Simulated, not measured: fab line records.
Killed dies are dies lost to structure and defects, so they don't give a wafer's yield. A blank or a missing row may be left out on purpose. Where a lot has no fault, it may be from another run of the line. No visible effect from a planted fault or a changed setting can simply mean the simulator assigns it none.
fab line records	flow sky130	part 1 of 2: steps 1 to 24 of 34
[record] lots = 5	wafers = 15	lastDay = 50
route steps=708 shown PWDE@50 NWELL@56
lots that met no fault: taken from a fault-free run of the same line
startH: hours from the record's first day to the start of the lot's first wafer shown	waitH: hours elapsed since this lot's preceding step	" identical to the entry in the row above	L1.1+2: several wafers, shown together as one row	- no value present, or no start provided	* or withheld: withheld	< > ~ a bound
route shown NAME@n: NAME is a module with steps in the file, n the number in the route of the first one	usual: mean/standard deviation of fault-free wafers	same: alike in all rows	chamber/n: place in a boat	sites: per-site readings	_std_site: standard deviation of those values	_edge_site: mean of outer sites minus mean of inner sites	radiusMm: how far each site lies from the wafer's centre	mask NAME#n: copy n	behind: the last tool/chamber to shape the wafer	hold: why the lot went on hold/how many hours it stayed there/how the hold came to an end	device: transistor that didn't switch, given as n, p or np	end of line: the route-end tests of the same wafers	step lacking rows: just its recipe	killed: dies that structure and defects cost at the first sort, which is not the same as the wafer's yield	map: the dies of a wafer, with x for killed, . for not killed, _ for no die there
set.NAME: the setting the step ran with; set.NAME@STEP: the setting that earlier step ran with	model.NAME: the simulator's own value behind a step, which no gauge read
lots at selected steps of the route; one table per step, one row per wafer
services: the hour from which a tool's chamber was out of use, counted from the record's first day as startH (under 0 if before that day), plus the number of hours and why
[[steps]]
[step SKY_PWDE_PEB_05]
[recipe] tempC = 115	timeS = withheld
[usual] chillPlateTempC = 23.02/0.1	exhaustPa = 44.8/0.87
lot.wafer	tool	chamber	startH	waitH	chillPlateTempC	exhaustPa
L078.2	lithoTrack-04	0	-	-	23.05	46.1
L078.4	"	0	"	"	22.86	45.7
L078.5	"	0	"	"	23.07	44.6
L079.2	lithoTrack-03	0	-	-	23.03	45.3
L079.4	"	0	"	"	23.01	46.2
L079.5	"	0	"	"	22.98	45.5
L080.2	lithoTrack-04	0	-	-	23.02	44.6
L080.4	"	0	"	"	23.08	44.4
L080.6	"	0	"	"	23.08	45.6
L082.2	lithoTrack-03	0	-	-	23.12	44.7
L082.3	"	0	"	"	23.11	44.3
L082.5	"	0	"	"	23.12	44.9
L095.1	lithoTrack-03	0	-	-	22.96	47.1
L095.4	"	0	"	"	22.97	47.3
L095.5	"	0	"	"	23.04	47.5
[step SKY_PWDE_DEVELOP_06]
[recipe] wallAngleDeg = 90	developer = TMAH	developTimeS = 60	devTempC = 23
[usual] chillPlateTempC = 22.98/0.11	exhaustPa = 45.1/0.9
lot.wafer	tool	chamber	startH	waitH	chillPlateTempC	exhaustPa
L078.2	lithoTrack-04	0	-	-	23.05	44.3
L078.4	"	0	"	"	23.14	46.0
L078.5	"	0	"	"	23.15	46.4
L079.2	lithoTrack-03	0	-	-	22.69	45.8
L079.4	"	0	"	"	22.74	45.3
L079.5	"	0	"	"	22.91	46.2
L080.2	lithoTrack-04	0	-	-	23.26	46.4
L080.4	"	0	"	"	22.94	46.8
L080.6	"	0	"	"	22.91	45.3
L082.2	lithoTrack-03	0	-	-	23.02	45.5
L082.3	"	0	"	"	23.01	46.0
L082.5	"	0	"	"	22.91	45.8
L095.1	lithoTrack-03	0	-	-	22.89	44.9
L095.4	"	0	"	"	23.12	44.3
L095.5	"	0	"	"	22.94	43.3
[step SKY_PWDE_OVL_MEAS_07]
[usual] PWDE_OVL = 0.4/1.5
lot.wafer	tool	chamber	startH	waitH	PWDE_OVL[nm]
L078.2	overlay-02	-	92.44	-	4.4
L078.4	"	-	"	"	4.5
L078.5	"	-	"	"	3.9
L079.2	overlay-02	-	95.35	-	0.9
L079.4	"	-	"	"	-0.3
L079.5	"	-	"	"	0.0
L080.2	overlay-01	-	100.64	-	0.6
L080.4	"	-	"	"	1.5
L080.6	"	-	"	"	0.4
L082.2	overlay-01	-	114.00	-	0.6
L082.3	"	-	"	"	1.6
L082.5	"	-	"	"	-0.1
L095.1	overlay-02	-	186.60	-	2.1
L095.4	"	-	"	"	1.4
L095.5	"	-	"	"	1.0
[step SKY_PWDE_IMPLANT_08]
[recipe] species = B	energyKev = 150	doseCm2 = 3.6e+12	tiltDeg = withheld
lot.wafer	tool	chamber	startH	waitH
L078.2+4+5	implanter-02	0	92.50	0.0
L079.2+4+5	implanter-02	0	95.41	0.0
L080.2+4+6	implanter-04	0	100.70	0.0
L082.2+3+5	implanter-02	0	114.06	0.0
L095.1+4+5	implanter-04	0	186.63	0.0
[step SKY_PWDE_STRIP_09]
[recipe] chemistry = O2/N2	powerW = 1400	pressureMtorr = 1500	platenTempC = withheld	o2FlowSccm = 3000	n2FlowSccm = 300	overashFraction = 0.5
[usual] drypumpMotorCurrentA = 6.0/0.4	oesProductAu = 0.723/0.0046	stripTimeToEndpointS = 36.93/0.1
[same] overashFraction = 0.5
lot.wafer	tool	chamber	startH	waitH	drypumpMotorCurrentA	oesProductAu	rfHoursCounterH	stripTimeToEndpointS
L078.2	plasmaAsher-02	1	92.62	0.1	6.0	0.726	41	36.86
L078.4	"	0	"	"	6.6	0.726	-	36.81
L078.5	"	1	"	"	6.1	0.729	-	36.87
L079.2	plasmaAsher-01	0	95.53	0.1	5.8	0.722	41	36.90
L079.4	"	1	"	"	5.6	0.725	-	36.94
L079.5	"	0	"	"	5.8	0.722	-	36.91
L080.2	plasmaAsher-01	0	100.82	0.1	5.8	0.721	42	36.90
L080.4	"	1	"	"	5.7	0.716	-	36.79
L080.6	"	0	"	"	5.8	0.725	-	36.80
L082.2	plasmaAsher-02	0	114.18	0.1	6.6	0.714	44	36.89
L082.3	"	0	"	"	6.6	0.725	-	37.09
L082.5	"	0	"	"	6.6	0.712	-	36.98
L095.1	plasmaAsher-03	1	186.78	0.1	5.5	0.727	7	36.96
L095.4	"	0	"	"	5.6	0.722	-	37.03
L095.5	"	1	"	"	5.5	0.720	-	36.99
[step SKY_PWDE_TW_MEAS_10]
[usual] PWDE_TW = 377.5/2.8
lot.wafer	tool	chamber	startH	waitH	PWDE_TW
L078.2	filmMetro-03	-	92.73	0.1	379.0
L078.4	"	-	"	"	382.4
L078.5	"	-	"	"	380.6
L079.2	filmMetro-02	-	95.64	0.1	372.3
L079.4	"	-	"	"	373.8
L079.5	"	-	"	"	373.4
L080.2	filmMetro-04	-	100.93	0.1	378.1
L080.4	"	-	"	"	376.7
L080.6	"	-	"	"	378.3
L082.2	filmMetro-04	-	114.29	0.1	377.2
L082.3	"	-	"	"	379.8
L082.5	"	-	"	"	379.1
L095.1	filmMetro-03	-	186.88	0.1	373.9
L095.4	"	-	"	"	374.9
L095.5	"	-	"	"	376.1
[step SKY_NWELL_DEHYDRATE_03]
[recipe] tempC = 200	timeS = 60
[usual] chillPlateTempC = 22.98/0.11	exhaustPa = 45.0/0.74
lot.wafer	tool	chamber	startH	waitH	chillPlateTempC	exhaustPa
L078.2	lithoTrack-03	0	100.57	7.8	22.91	46.6
L078.4	"	0	"	"	23.10	45.8
L078.5	"	0	"	"	23.15	45.4
L079.2	lithoTrack-01	0	104.12	8.5	22.96	44.6
L079.4	"	0	"	"	23.04	44.8
L079.5	"	0	"	"	23.10	44.8
L080.2	lithoTrack-03	0	109.42	8.5	23.01	45.6
L080.4	"	0	"	"	22.98	46.5
L080.6	"	0	"	"	22.91	44.9
L082.2	lithoTrack-01	0	123.27	9.0	22.77	45.4
L082.3	"	0	"	"	22.94	44.7
L082.5	"	0	"	"	22.98	44.6
L095.1	lithoTrack-03	0	196.70	9.8	22.86	45.2
L095.4	"	0	"	"	23.06	45.6
L095.5	"	0	"	"	22.96	44.2
[step SKY_NWELL_HMDS_04]
[recipe] primeTimeS = 60	primeTempC = 120
[usual] chillPlateTempC = 22.97/0.093	exhaustPa = 45.2/0.77
[same] primeTimeS = 60
lot.wafer	tool	chamber	startH	waitH	chillPlateTempC	exhaustPa
L078.2	lithoTrack-03	0	100.72	0.1	23.12	45.5
L078.4	"	0	"	"	23.21	45.7
L078.5	"	0	"	"	22.99	45.3
L079.2	lithoTrack-01	0	104.27	0.1	22.88	45.0
L079.4	"	0	"	"	23.01	45.4
L079.5	"	0	"	"	23.00	45.5
L080.2	lithoTrack-03	0	109.57	0.1	23.06	45.4
L080.4	"	0	"	"	23.07	45.9
L080.6	"	0	"	"	23.09	44.8
L082.2	lithoTrack-01	0	123.42	0.1	23.09	44.6
L082.3	"	0	"	"	23.18	46.0
L082.5	"	0	"	"	23.10	43.7
L095.1	lithoTrack-03	0	196.85	0.1	23.02	44.0
L095.4	"	0	"	"	22.86	45.7
L095.5	"	0	"	"	22.88	43.8
[step SKY_NWELL_COAT_05]
[recipe] spinRpm = 2000	resistThkNm = 3000
[usual] chillPlateTempC = 23.01/0.11	exhaustPa = 45.2/0.76
lot.wafer	tool	chamber	startH	waitH	chillPlateTempC	exhaustPa
L078.2	lithoTrack-03	0	100.87	0.1	23.05	44.4
L078.4	"	0	"	"	23.04	45.3
L078.5	"	0	"	"	23.02	45.5
L079.2	lithoTrack-01	0	104.42	0.1	23.01	45.7
L079.4	"	0	"	"	23.02	44.8
L079.5	"	0	"	"	23.25	45.0
L080.2	lithoTrack-03	0	109.72	0.1	23.12	42.9
L080.4	"	0	"	"	23.08	44.2
L080.6	"	0	"	"	23.06	44.5
L082.2	lithoTrack-01	0	123.57	0.1	23.15	46.1
L082.3	"	0	"	"	23.10	45.0
L082.5	"	0	"	"	22.96	45.4
L095.1	lithoTrack-03	0	197.00	0.1	22.87	46.7
L095.4	"	0	"	"	22.96	46.5
L095.5	"	0	"	"	23.01	45.3
[step SKY_NWELL_SOFTBAKE_06]
[recipe] tempC = 110	timeS = withheld
[usual] chillPlateTempC = 22.98/0.1	exhaustPa = 45.0/0.94
lot.wafer	tool	chamber	startH	waitH	chillPlateTempC	exhaustPa
L078.2	lithoTrack-03	0	101.03	0.1	23.01	45.1
L078.4	"	0	"	"	22.85	45.9
L078.5	"	0	"	"	22.90	43.3
L079.2	lithoTrack-01	0	104.57	0.1	22.94	45.0
L079.4	"	0	"	"	22.84	43.7
L079.5	"	0	"	"	22.94	44.6
L080.2	lithoTrack-03	0	109.88	0.1	22.94	45.8
L080.4	"	0	"	"	23.12	45.2
L080.6	"	0	"	"	23.05	45.4
L082.2	lithoTrack-01	0	123.72	0.1	22.98	46.3
L082.3	"	0	"	"	23.03	44.1
L082.5	"	0	"	"	22.95	45.4
L095.1	lithoTrack-03	0	197.15	0.1	22.74	43.9
L095.4	"	0	"	"	22.84	43.4
L095.5	"	0	"	"	22.89	42.2
[step SKY_NWELL_EXPOSE_07]
[recipe] maskId = NWM	na = 0.6	sourceShape = conventional	sigmaOuter = 0.6	polarization = unpolarized	targetCdNm = 840	doseMj = 255
[usual] exposureDoseMJCm2 = 254.99/0.24
lot.wafer	tool	chamber	startH	waitH	mask	exposureDoseMJCm2
L078.2	ilineStepper-02	0	-	-	NWM#0	254.80
L078.4	"	0	"	"	NWM#0	254.83
L078.5	"	0	"	"	NWM#0	254.32
L079.2	ilineStepper-01	0	-	-	NWM#0	255.03
L079.4	"	0	"	"	NWM#0	254.88
L079.5	"	0	"	"	NWM#0	254.95
L080.2	ilineStepper-01	0	-	-	NWM#0	255.02
L080.4	"	0	"	"	NWM#0	255.02
L080.6	"	0	"	"	NWM#0	255.12
L082.2	ilineStepper-02	0	-	-	NWM#0	255.01
L082.3	"	0	"	"	NWM#0	254.84
L082.5	"	0	"	"	NWM#0	254.89
L095.1	ilineStepper-02	0	-	-	NWM#0	254.92
L095.4	"	0	"	"	NWM#0	255.07
L095.5	"	0	"	"	NWM#0	254.96
[step SKY_NWELL_PEB_08]
[recipe] tempC = 115	timeS = withheld
[usual] chillPlateTempC = 23.00/0.12	exhaustPa = 45.0/1
lot.wafer	tool	chamber	startH	waitH	chillPlateTempC	exhaustPa
L078.2	lithoTrack-02	0	-	-	23.08	45.5
L078.4	"	0	"	"	23.17	45.6
L078.5	"	0	"	"	23.02	45.9
L079.2	lithoTrack-03	0	-	-	23.06	46.4
L079.4	"	0	"	"	23.11	44.9
L079.5	"	0	"	"	23.17	45.6
L080.2	lithoTrack-01	0	-	-	23.32	45.0
L080.4	"	0	"	"	23.08	44.1
L080.6	"	0	"	"	23.09	43.6
L082.2	lithoTrack-02	0	-	-	22.88	45.9
L082.3	"	0	"	"	22.90	44.7
L082.5	"	0	"	"	22.78	44.6
L095.1	lithoTrack-02	0	-	-	22.98	46.8
L095.4	"	0	"	"	22.93	46.1
L095.5	"	0	"	"	23.05	45.2
[step SKY_NWELL_DEVELOP_09]
[recipe] wallAngleDeg = 90	developer = TMAH	developTimeS = 60	devTempC = 23
[usual] chillPlateTempC = 23.00/0.1	exhaustPa = 44.9/0.87
lot.wafer	tool	chamber	startH	waitH	chillPlateTempC	exhaustPa
L078.2	lithoTrack-02	0	-	-	22.93	42.9
L078.4	"	0	"	"	22.92	44.8
L078.5	"	0	"	"	22.95	44.8
L079.2	lithoTrack-03	0	-	-	23.05	44.8
L079.4	"	0	"	"	23.05	44.5
L079.5	"	0	"	"	22.95	45.4
L080.2	lithoTrack-01	0	-	-	22.91	43.7
L080.4	"	0	"	"	23.09	44.9
L080.6	"	0	"	"	23.13	44.1
L082.2	lithoTrack-02	0	-	-	22.88	45.5
L082.3	"	0	"	"	22.88	45.4
L082.5	"	0	"	"	23.01	44.8
L095.1	lithoTrack-02	0	-	-	23.15	43.8
L095.4	"	0	"	"	22.95	45.2
L095.5	"	0	"	"	23.15	43.9
[step SKY_NWELL_OVL_MEAS_10]
[usual] NWELL_00_OVL = -0.3/1.4
lot.wafer	tool	chamber	startH	waitH	NWELL_00_OVL[nm]
L078.2	overlay-01	-	110.29	-	-2.1
L078.4	"	-	"	"	-2.3
L078.5	"	-	"	"	-1.7
L079.2	overlay-01	-	113.65	-	-2.1
L079.4	"	-	"	"	-3.4
L079.5	"	-	"	"	-3.4
L080.2	overlay-02	-	119.50	-	-1.7
L080.4	"	-	"	"	-3.2
L080.6	"	-	"	"	-2.4
L082.2	overlay-01	-	133.39	-	2.9
L082.3	"	-	"	"	0.7
L082.5	"	-	"	"	1.8
L095.1	overlay-02	-	207.73	-	-0.4
L095.4	"	-	"	"	-0.5
L095.5	"	-	"	"	-1.6
[step SKY_NWELL_IMPLANT_11]
[recipe] species = P	energyKev = 400	doseCm2 = 1.9e+13	tiltDeg = withheld
lot.wafer	tool	chamber	startH	waitH
L078.2+4+5	implanter-04	0	110.34	0.0
L079.2+4+5	implanter-04	0	113.71	0.0
L080.2+4+6	implanter-03	0	119.55	0.0
L082.2+3+5	implanter-04	0	133.44	0.0
L095.1+4+5	implanter-04	0	207.77	0.0
[step SKY_NWELL_IMPLANT_12]
[recipe] species = P	energyKev = 120	doseCm2 = 1.3e+12	tiltDeg = withheld
lot.wafer	tool	chamber	startH	waitH
L078.2+4+5	implanter-04	0	110.49	0.1
L079.2+4+5	implanter-04	0	113.86	0.1
L080.2+4+6	implanter-03	0	119.70	0.1
L082.2+3+5	implanter-04	0	133.59	0.1
L095.1+4+5	implanter-04	0	207.92	0.1
[step SKY_NWELL_IMPLANT_13]
[recipe] species = P	energyKev = 50	doseCm2 = 7e+11	tiltDeg = withheld
lot.wafer	tool	chamber	startH	waitH
L078.2+4+5	implanter-04	0	110.64	0.1
L079.2+4+5	implanter-04	0	114.01	0.1
L080.2+4+6	implanter-03	0	119.85	0.1
L082.2+3+5	implanter-04	0	133.74	0.1
L095.1+4+5	implanter-04	0	208.07	0.1
[step SKY_NWELL_STRIP_14]
[recipe] chemistry = O2/N2	powerW = 1400	pressureMtorr = 1500	platenTempC = withheld	o2FlowSccm = 3000	n2FlowSccm = 300	overashFraction = 0.5
[usual] drypumpMotorCurrentA = 5.4/0.37	oesProductAu = 0.722/0.0048	stripTimeToEndpointS = 36.99/0.095
[same] overashFraction = 0.5
lot.wafer	tool	chamber	startH	waitH	drypumpMotorCurrentA	oesProductAu	rfHoursCounterH	stripTimeToEndpointS
L078.2	plasmaAsher-01	1	110.77	0.1	5.7	0.714	43	36.79
L078.4	"	1	"	"	5.7	0.718	-	36.91
L078.5	"	1	"	"	5.6	0.718	-	36.84
L079.2	plasmaAsher-04	0	114.13	0.1	4.7	0.724	29	37.07
L079.4	"	0	"	"	4.7	0.711	-	37.15
L079.5	"	1	"	"	5.4	0.723	-	37.03
L080.2	plasmaAsher-01	1	119.98	0.1	5.6	0.721	44	36.99
L080.4	"	1	"	"	5.6	0.723	-	37.17
L080.6	"	1	"	"	5.6	0.721	-	36.95
L082.2	plasmaAsher-04	1	133.87	0.1	5.3	0.728	31	37.01
L082.3	"	0	"	"	4.7	0.724	-	37.08
L082.5	"	1	"	"	5.3	0.714	-	37.00
L095.1	plasmaAsher-03	1	208.22	0.1	5.5	0.724	9	36.98
L095.4	"	1	"	"	5.5	0.728	-	37.11
L095.5	"	0	"	"	5.6	0.712	-	37.08
[step SKY_NWELL_TW_MEAS_15]
[usual] NWELL_TW = 1834/9.1
lot.wafer	tool	chamber	startH	waitH	NWELL_TW
L078.2	filmMetro-02	-	110.88	0.1	1838
L078.4	"	-	"	"	1827
L078.5	"	-	"	"	1828
L079.2	filmMetro-03	-	114.24	0.1	1844
L079.4	"	-	"	"	1844
L079.5	"	-	"	"	1832
L080.2	filmMetro-03	-	120.09	0.1	1841
L080.4	"	-	"	"	1847
L080.6	"	-	"	"	1849
L082.2	filmMetro-03	-	133.98	0.1	1848
L082.3	"	-	"	"	1836
L082.5	"	-	"	"	1848
L095.1	filmMetro-04	-	208.32	0.1	1840
L095.4	"	-	"	"	1838
L095.5	"	-	"	"	1834
[step SKY_NWELL_DEHYDRATE_16]
[recipe] tempC = 200	timeS = 60
[usual] chillPlateTempC = 22.99/0.1	exhaustPa = 45.0/0.83
lot.wafer	tool	chamber	startH	waitH	chillPlateTempC	exhaustPa
L078.2	lithoTrack-02	0	119.46	8.6	22.82	43.7
L078.4	"	0	"	"	22.94	42.9
L078.5	"	0	"	"	22.98	45.1
L079.2	lithoTrack-03	0	123.02	8.8	22.88	44.8
L079.4	"	0	"	"	22.86	43.3
L079.5	"	0	"	"	22.80	44.3
L080.2	lithoTrack-01	0	128.22	8.1	22.81	44.9
L080.4	"	0	"	"	23.01	44.7
L080.6	"	0	"	"	22.95	45.7
L082.2	lithoTrack-01	0	142.57	8.6	22.94	44.3
L082.3	"	0	"	"	22.97	45.0
L082.5	"	0	"	"	23.19	44.1
L095.1	lithoTrack-01	0	218.64	10.3	23.01	45.5
L095.4	"	0	"	"	22.99	46.0
L095.5	"	0	"	"	23.01	45.0
[step SKY_NWELL_HMDS_17]
[recipe] primeTimeS = 60	primeTempC = 120
[usual] chillPlateTempC = 23.00/0.11	exhaustPa = 45.2/0.85
[same] primeTimeS = 60
lot.wafer	tool	chamber	startH	waitH	chillPlateTempC	exhaustPa
L078.2	lithoTrack-02	0	119.61	0.1	22.98	45.6
L078.4	"	0	"	"	23.03	45.1
L078.5	"	0	"	"	22.93	45.2
L079.2	lithoTrack-03	0	123.17	0.1	22.91	45.0
L079.4	"	0	"	"	23.07	44.9
L079.5	"	0	"	"	22.90	45.1
L080.2	lithoTrack-01	0	128.37	0.1	23.19	44.6
L080.4	"	0	"	"	23.11	43.4
L080.6	"	0	"	"	23.04	45.7
L082.2	lithoTrack-01	0	142.72	0.1	22.97	44.0
L082.3	"	0	"	"	22.98	44.7
L082.5	"	0	"	"	23.00	44.7
L095.1	lithoTrack-01	0	218.79	0.1	23.07	45.2
L095.4	"	0	"	"	23.05	44.1
L095.5	"	0	"	"	23.21	47.1
[step SKY_NWELL_COAT_18]
[recipe] spinRpm = 2000	resistThkNm = 3000
[usual] chillPlateTempC = 22.98/0.099	exhaustPa = 44.9/0.97
lot.wafer	tool	chamber	startH	waitH	chillPlateTempC	exhaustPa
L078.2	lithoTrack-02	0	119.76	0.1	23.02	45.5
L078.4	"	0	"	"	22.90	45.7
L078.5	"	0	"	"	23.05	43.4
L079.2	lithoTrack-03	0	123.32	0.1	22.93	46.9
L079.4	"	0	"	"	22.87	46.2
L079.5	"	0	"	"	22.95	47.0
L080.2	lithoTrack-01	0	128.52	0.1	22.99	45.2
L080.4	"	0	"	"	23.13	44.2
L080.6	"	0	"	"	23.06	43.9
L082.2	lithoTrack-01	0	142.87	0.1	22.78	45.0
L082.3	"	0	"	"	23.03	46.4
L082.5	"	0	"	"	22.78	44.7
L095.1	lithoTrack-01	0	218.94	0.1	23.00	44.5
L095.4	"	0	"	"	22.98	44.9
L095.5	"	0	"	"	23.05	45.7
[step SKY_NWELL_SOFTBAKE_19]
[recipe] tempC = 110	timeS = withheld
[usual] chillPlateTempC = 22.98/0.11	exhaustPa = 45.0/0.89
lot.wafer	tool	chamber	startH	waitH	chillPlateTempC	exhaustPa
L078.2	lithoTrack-02	0	119.92	0.1	23.02	44.6
L078.4	"	0	"	"	23.03	43.9
L078.5	"	0	"	"	23.12	45.5
L079.2	lithoTrack-03	0	123.48	0.1	22.96	46.5
L079.4	"	0	"	"	22.98	44.7
L079.5	"	0	"	"	23.08	46.1
L080.2	lithoTrack-01	0	128.67	0.1	23.10	45.1
L080.4	"	0	"	"	23.19	46.2
L080.6	"	0	"	"	23.21	45.0
L082.2	lithoTrack-01	0	143.02	0.1	22.96	45.1
L082.3	"	0	"	"	22.99	47.1
L082.5	"	0	"	"	23.04	46.0
L095.1	lithoTrack-01	0	219.09	0.1	23.00	43.9
L095.4	"	0	"	"	23.06	45.2
L095.5	"	0	"	"	22.98	45.6
[step SKY_NWELL_EXPOSE_20]
[recipe] maskId = NWM_COMPLEMENT	na = 0.6	sourceShape = conventional	sigmaOuter = 0.6	polarization = unpolarized	targetCdNm = 840	doseMj = 260
[usual] exposureDoseMJCm2 = 260.03/0.27
lot.wafer	tool	chamber	startH	waitH	mask	exposureDoseMJCm2
L078.2	ilineStepper-01	0	-	-	NWM_COMPLEMENT#0	259.88
L078.4	"	0	"	"	NWM_COMPLEMENT#0	259.95
L078.5	"	0	"	"	NWM_COMPLEMENT#0	260.19
L079.2	ilineStepper-01	0	-	-	NWM_COMPLEMENT#0	260.49
L079.4	"	0	"	"	NWM_COMPLEMENT#0	260.06
L079.5	"	0	"	"	NWM_COMPLEMENT#0	259.88
L080.2	ilineStepper-01	0	-	-	NWM_COMPLEMENT#0	259.95
L080.4	"	0	"	"	NWM_COMPLEMENT#0	259.69
L080.6	"	0	"	"	NWM_COMPLEMENT#0	260.27
L082.2	ilineStepper-01	0	-	-	NWM_COMPLEMENT#0	260.35
L082.3	"	0	"	"	NWM_COMPLEMENT#0	259.66
L082.5	"	0	"	"	NWM_COMPLEMENT#0	259.95
L095.1	ilineStepper-02	0	-	-	NWM_COMPLEMENT#0	259.69
L095.4	"	0	"	"	NWM_COMPLEMENT#0	259.89
L095.5	"	0	"	"	NWM_COMPLEMENT#0	259.80
